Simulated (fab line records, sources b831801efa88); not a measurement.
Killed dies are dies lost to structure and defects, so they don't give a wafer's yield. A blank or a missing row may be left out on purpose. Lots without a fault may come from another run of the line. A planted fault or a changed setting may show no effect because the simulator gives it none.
Which tool did it? | flow sky130 | 11 lots, 33 wafers sampled, at 4 steps of a route of 708

WHAT THE GAUGES READ, wafer by wafer
SKY_PASSIVATION_THK_MEAS_01.
lot  | measured     | on            | PASSIVATION_CVD_00_THK (nm)
L969 | day 43 07:13 | film_metro-01 | 88.9 89.3 90.9
L970 | day 43 10:52 | film_metro-02 | 90.9 91.3 90.8
L971 | day 44 09:22 | film_metro-03 | 88.1 90.2 88.9
L972 | day 44 20:13 | film_metro-03 | 92.1 90.9 92.4
L974 | day 46 00:50 | film_metro-02 | 88.2 89.9 90.7
L975 | day 46 06:27 | film_metro-01 | 90.2 91.3 92.1
L976 | day 46 16:53 | film_metro-01 | 89.8 90.3 92.3
L978 | day 46 17:31 | film_metro-01 | 89.7 89.7 91.2
L985 | day 48 07:49 | film_metro-03 | 89.2 88.9 90.7
L986 | day 48 19:39 | film_metro-01 | 89.6 89.3 91.9
L992 | day 49 14:40 | film_metro-02 | 88.7 89.6 89.8

WHICH TOOL RAN EACH LOT (tool, then ch and the chambers of the sampled wafers, then the start)
lot  | SKY_METAL1_METAL_ETCH_19          | SKY_METAL5_SPUTTER_01        | SKY_METAL5_DESCUM_14
L969 | rie_metal-02 ch 0,1, day 32 07:44 | pvd_sputter-02, day 42 08:48 | rie_metal-01 ch 0,1, day 43 06:12
L970 | rie_metal-04 ch 0,1, day 32 09:59 | pvd_sputter-03, day 42 12:25 | rie_metal-02 ch 0,1, day 43 09:58
L971 | rie_metal-03 ch 0,1, day 33 11:19 | pvd_sputter-01, day 43 10:25 | rie_metal-02 ch 0,1, day 44 08:28
L972 | rie_metal-04 ch 0,1, day 34 01:35 | pvd_sputter-02, day 43 22:01 | rie_metal-03 ch 0,1, day 44 19:15
L974 | rie_metal-04 ch 0,1, day 35 11:32 | pvd_sputter-03, day 45 04:09 | rie_metal-01 ch 0,1, day 45 23:57
L975 | rie_metal-03 ch 0,1, day 35 19:57 | pvd_sputter-03, day 45 08:45 | rie_metal-03 ch 1, day 46 05:18
L976 | rie_metal-03 ch 0,1, day 36 04:55 | pvd_sputter-03, day 45 20:31 | rie_metal-02 ch 0,1, day 46 15:57
L978 | rie_metal-04 ch 0,1, day 36 05:59 | pvd_sputter-01, day 45 20:31 | rie_metal-03 ch 0,1, day 46 16:36
L985 | rie_metal-03 ch 0,1, day 38 08:40 | pvd_sputter-02, day 47 11:40 | rie_metal-01 ch 0,1, day 48 06:54
L986 | rie_metal-03 ch 0,1, day 38 23:12 | pvd_sputter-02, day 47 22:57 | rie_metal-03 ch 0,1, day 48 18:22
L992 | rie_metal-04 ch 0, day 40 00:17   | pvd_sputter-01, day 48 19:55 | rie_metal-02 ch 0,1, day 49 13:45
- SKY_METAL1_METAL_ETCH_19: etches the open film in Cl2/BCl3, stops on SiO2, target depth 360 nm, time 78 s.
- SKY_METAL5_SPUTTER_01: material TiN, target thk 20 nm, time 16.7 s.
- SKY_METAL5_DESCUM_14: chemistry O2, time 11 s.

THE ANSWER, worked out from the rows above alone
Rule: what is usual is taken from the lots themselves. Put in order of their means at a reading, lots are off if they are a third of the lots or fewer, leave a main group of 4 or more, and stand apart from it by a gap of 3 or more times the standard deviation of the main group's means; of several such gaps the widest counts. A main group whose means are all the same, to the digits that the tables above print for the reading, isn't used. A lot without any number at a reading at which 4 lots or more have one is off too. The other lots that the step has rows for count as sound.
No lot is off at any reading shown: from this, nothing can be told.

WHAT THE SIMULATOR HAD PUT IN
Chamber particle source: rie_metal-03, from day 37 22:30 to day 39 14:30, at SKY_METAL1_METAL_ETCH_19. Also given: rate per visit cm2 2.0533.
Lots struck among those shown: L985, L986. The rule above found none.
